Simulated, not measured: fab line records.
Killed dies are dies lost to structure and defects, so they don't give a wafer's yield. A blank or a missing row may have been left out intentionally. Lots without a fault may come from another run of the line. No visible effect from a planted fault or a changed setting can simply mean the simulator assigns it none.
Struck lot and sound lot, side by side + flow sky130 + 15 steps out of a route of 708
Sound: the wafers L971.1, L971.2, L971.4. Struck: wafer L958.2 (L958.1, L958.5, from the same lot, were not struck and are left out); the cause is given at the end.
Order at every step that has rows: each side's tool, ch and its chambers, its first start. Under that, the readings that differ: sound wafers + struck wafers + difference of the means + sigmas: that difference in standard deviations of wafers without a fault.
alike: readings whose means differ by less than 2 such deviations, and words and numbers that are the same on both sides. not compared: withheld readings, readings that some wafer has no value for, bounds like >300 that may hide the same value, and numbers for which the record gives no deviation and whose values overlap.
The two part at a step that has a row with sigmas, a row that says differs or no value, or rows on one side only. Non-overlapping numbers with no deviation appear without sigmas and do not part them. A reading that every wafer of one side lacks parts them only if that side has two wafers or more.

first, 4 steps without rows for these wafers: SKY_VIA1_SOFTBAKE_08 (time 90 s); SKY_VIA1_EXPOSE_09 (exposes mask VIM, target cd 150 nm); SKY_VIA1_PEB_10; SKY_VIA1_DEVELOP_11 (develop time 60 s).
SKY_VIA1_CD_MEAS_12: target cd 150 nm.
  sound: cd sem-02 at day 38 18:31; struck: cd sem-01 at day 36 02:41
  alike: cd nm
SKY_VIA1_OVL_MEAS_13:
  sound: overlay-01 at day 38 18:38; struck: overlay-02 at day 36 02:48
  alike: VIA1_OVL
SKY_VIA1_ETCH_14: etches BARC in N2/H2, stops on SiO2, time 45.9 s, target depth 60 nm.
  sound on rie diel-01 ch 2,3, day 38 18:41; struck on rie diel-02 ch 2, day 36 02:50
  alike: bias w, drypump motor current A, oes product au, throttle valve pct
  not compared: rf hours counter h
SKY_VIA1_ETCH_15: etches SiO2 in C4F8/O2/Ar, stops on TiN, target depth 351 nm, time 54 s.
  sound on rie diel-01 ch 2,3, day 38 18:43; struck on rie diel-02 ch 2, day 36 02:53
  alike: bias w, oes product au
  not compared: rf hours counter h
SKY_VIA1_STRIP_16: strips in O2/N2.
  sound on plasma asher-02 ch 0,1, day 38 18:46; struck on plasma asher-02 ch 1, day 36 02:56
  alike: drypump motor current A, oes product au, strip time to endpoint s
  not compared: rf hours counter h
then, 3 steps without rows for these wafers: SKY_VIA1_STRIP_17 (strips in post etch residue remover, time 1200 s); SKY_VIA1_CLEAN_18 (cleans in IPA, time 180 s); SKY_VIA1_CLEAN_19 (cleans in O3/DIW).
SKY_VIA1_SPUTTER_20: material TiN, target thk 20 nm, time 80 s.
  sound: pvd sputter-01 at day 38 19:22; struck: pvd sputter-02 at day 36 03:31
| reading                                  | sound            | struck | difference | sigmas |
|------------------------------------------|------------------|--------|------------|--------|
| model.TiN_of_VIA1_SPUTTER_20.thk nm (nm) | 20.54 20.2 20.12 | 39.14  | +18.85     |        |
  alike: throttle valve pct
SKY_VIA1_CVD_21: deposits W, target thk 270 nm, time 80.902 s.
  sound on cvd w-02 ch 0,1, day 38 19:26; struck on cvd w-02 ch 1, day 36 03:35
  alike: heater power w
then, 1 step without rows for these wafers: SKY_PAD_OPEN_PROBE_99.

WHERE THEY PART
Nowhere in this record.

WHY: the cause the simulator had injected
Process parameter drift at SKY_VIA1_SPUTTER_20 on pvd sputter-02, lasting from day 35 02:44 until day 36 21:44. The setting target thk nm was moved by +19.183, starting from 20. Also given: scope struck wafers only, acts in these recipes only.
